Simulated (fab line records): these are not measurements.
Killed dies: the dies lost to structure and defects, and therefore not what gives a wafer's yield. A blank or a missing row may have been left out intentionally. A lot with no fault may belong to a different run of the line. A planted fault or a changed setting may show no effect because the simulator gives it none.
Matching of chambers ; flow gf180mcu ; GF_STI_ETCH_14 on rieSi-02 has 4 sister chambers
The step etches Si in HBr/Cl2/O2, target depth 360 nm, time 102.9 s. 20 wafers are shown with their chamber, then 10 later ones without.

## WAFERS WITH THEIR CHAMBER
wafer;chamber;rfFwdPowerW (W);throttleValvePct (%);oesProductAu (a.u.)
L478.3;1;595.9;25.647;1.001
L478.4;0;598.1;25.652;1.001
L478.5;2;596.2;25.655;0.999
L479.2;1;596.2;25.647;1.004
L479.3;0;599.9;25.655;0.999
L479.6;2;592.9;25.666;1.010
L483.1;3;599.6;25.661;1.004
L483.3;2;597.7;25.653;0.997
L483.6;2;597.6;25.661;0.992
L486.4;1;595.4;25.629;1.002
L486.5;1;597.0;25.659;0.998
L486.6;2;599.6;25.646;1.008
L487.1;1;592.8;25.651;1.010
L487.2;2;595.8;25.655;0.997
L487.3;3;599.8;25.664;1.011
L488.3;0;599.1;25.673;1.005
L488.4;3;598.7;25.667;1.008
L488.6;0;598.8;25.643;1.019
L489.2;1;595.4;25.647;1.004
L489.5;2;600.6;25.646;1.002

SIGNATURES (means of the wafers above)
reading;chamber 0;chamber 1;chamber 2;chamber 3;scatter within a chamber
rfFwdPowerW;598.975;595.450;597.200;599.367;1.8
throttleValvePct;25.65575;25.64667;25.65457;25.66400;0.00901
oesProductAu;1.00600;1.00317;1.00071;1.00767;0.00611
Rule: a wafer's distance from a chamber is the root of the sum, over the readings, of the square of ((its reading less the chamber's mean) divided by the reading's scatter). If the next closest chamber is less than 2 further off than the closest, the wafer can't be placed; otherwise it belongs to the closest. How the scatter is found: for the shown wafers, subtract from each reading the mean of its chamber, square and add these, divide the total by (wafers less chambers), then take the root.

## WAFERS MISSING THEIR CHAMBER
wafer;rfFwdPowerW (W);throttleValvePct (%);oesProductAu (a.u.)
L489.6;597.7;25.656;1.001
L491.2;600.9;25.659;1.008
L491.4;598.1;25.644;1.005
L491.6;598.1;25.647;1.005
L499.2;600.4;25.649;1.005
L499.3;598.3;25.655;1.004
L499.4;595.2;25.655;1.007
L500.3;595.3;25.648;1.015
L500.4;600.4;25.633;1.010
L500.5;596.0;25.655;1.020

## WHICH CHAMBER EACH ONE RAN IN
wafer;from the rows above;in truth
L489.6;can't be placed: 2 or 0 or 1 or 3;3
L491.2;can't be placed: 3 or 0 or 2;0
L491.4;can't be placed: 0 or 2 or 1 or 3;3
L491.6;can't be placed: 0 or 2 or 1 or 3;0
L499.2;can't be placed: 0 or 3 or 2 or 1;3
L499.3;can't be placed: 0 or 2 or 3 or 1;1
L499.4;can't be placed: 1 or 2 or 0 or 3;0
L500.3;can't be placed: 1 or 0 or 2 or 3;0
L500.4;can't be placed: 0 or 1 or 2 or 3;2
L500.5;can't be placed: 0 or 1 or 3 or 2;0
0 of 10 placed correctly. Can't be placed from these rows: 10 (the true chamber is among the candidates in 10). 0 placed wrongly.
